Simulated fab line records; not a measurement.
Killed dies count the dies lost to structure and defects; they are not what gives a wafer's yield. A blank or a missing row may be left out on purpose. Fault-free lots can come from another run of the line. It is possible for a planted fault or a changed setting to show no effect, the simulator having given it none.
Code-filled problem report in 8D (eight disciplines) form :: flow gf180mcu :: the parts of the form that need people (team, actions taken, sign-off) are left out

## 1. PROBLEM STATEMENT
cd-nm at GF_V1_CD_MEAS_14 reads a mean of 242.1 nm on 6 wafers of 2 lots; wafers without a fault read 260.2 nm with a standard deviation of 1.4. Relative to the usual mean, that is a shift of -13 standard deviations.
The step: target cd 260 nm.
First observed at day 24 08:21: wafer L126.2, on cd-sem-02. The record has a number at this step for 36 wafers belonging to 12 lots. The rule behind "out" and "out of limits": a value lying over 4 standard deviations away from the usual mean. Any other wafer with a number is counted as sound.

## 2. WHAT THIS IS AND IS NOT
question: which readings at this step
is: cd-nm
is not: -

question: which lots
is: L126, L129
is not: L110, L111, L113, L115, L116, L118, L119, L131, L132, L133

question: which wafers of those lots
is: all that have a number
is not: -

question: read on which gauges
is: cd-sem-02
is not: cd-sem-01

question: when
is: from day 24 08:21
is not: up to then (21 sound wafers); but 9 sound wafers of L131, L132, L133 came after

## 3. SUSPECTS, AND WHAT RULES EACH OUT
Counting: a tool at any process step up to the reading remains a suspect when it ran all the lots that are out and ran no sound lot after the first of those.
- ruled out: the gauge at GF_V1_CD_MEAS_14. All the wafers that are out were read on cd-sem-02, but those of them that GF_V1_SOFTBAKE_10 has rows for are out there too, on other tools.
- litho-track-03 at GF_V1_SOFTBAKE_10 (time 60 s): kept. All lots that are out passed through it, beginning with L126 at day 23 20:00, and no sound lot followed; its final sound lot before that point was L116 at day 20 06:00. On those wafers its own readings are out: heater-power-total-W, run-length-s.
Remaining after the count: litho-track-03 at GF_V1_SOFTBAKE_10.

## 4. THE CAUSE (what the simulator had put in)
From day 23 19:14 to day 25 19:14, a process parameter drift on litho-track-03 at GF_V1_SOFTBAKE_10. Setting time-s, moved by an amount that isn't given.
After counting, this tool was the only one left.

## 5. THE CHAIN OF EFFECTS, in route order
Rows list readings where the struck wafers' mean (over those with a number) sits beyond 3 standard deviations from the usual. Readings are gone through only where the record gives a usual standard deviation; hours: the median, over the lots, of the time from a lot's start at the first step in this table giving one to that lot's start at this step; sigmas: the change measured in usual standard deviations.
hours: 0
step: GF_V1_SOFTBAKE_10
reading: heater-power-total-W
usual: 93.04 W
on struck wafers: 129.83
change: +36.79
sigmas: +99 or more

hours: 0
step: GF_V1_SOFTBAKE_10
reading: run-length-s
usual: 89.11 s
on struck wafers: 49.76
change: -39.35
sigmas: -99 or more

hours: 12
step: GF_V1_CD_MEAS_14
reading: cd-nm
usual: 260.2 nm
on struck wafers: 242.1
change: -18.1
sigmas: -13
It contains these process steps:
- GF_V1_SOFTBAKE_10: time 60 s.

## 6. HOW IT WOULD HAVE BEEN CAUGHT EARLIER
In this record the first reading out of limits at a measuring or inspecting step was taken at day 24 08:21, 13 hours after the fault began at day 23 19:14.
Tool's own readings at GF_V1_SOFTBAKE_10, heater-power-total-W, run-length-s: out on all struck wafers the step has rows for; an alarm limit on them would have tripped on the first.
L129, from the lots that are out (2), started GF_V1_SOFTBAKE_10 on litho-track-03 later than day 24 08:21. Putting the tool on hold at that point would have spared it.
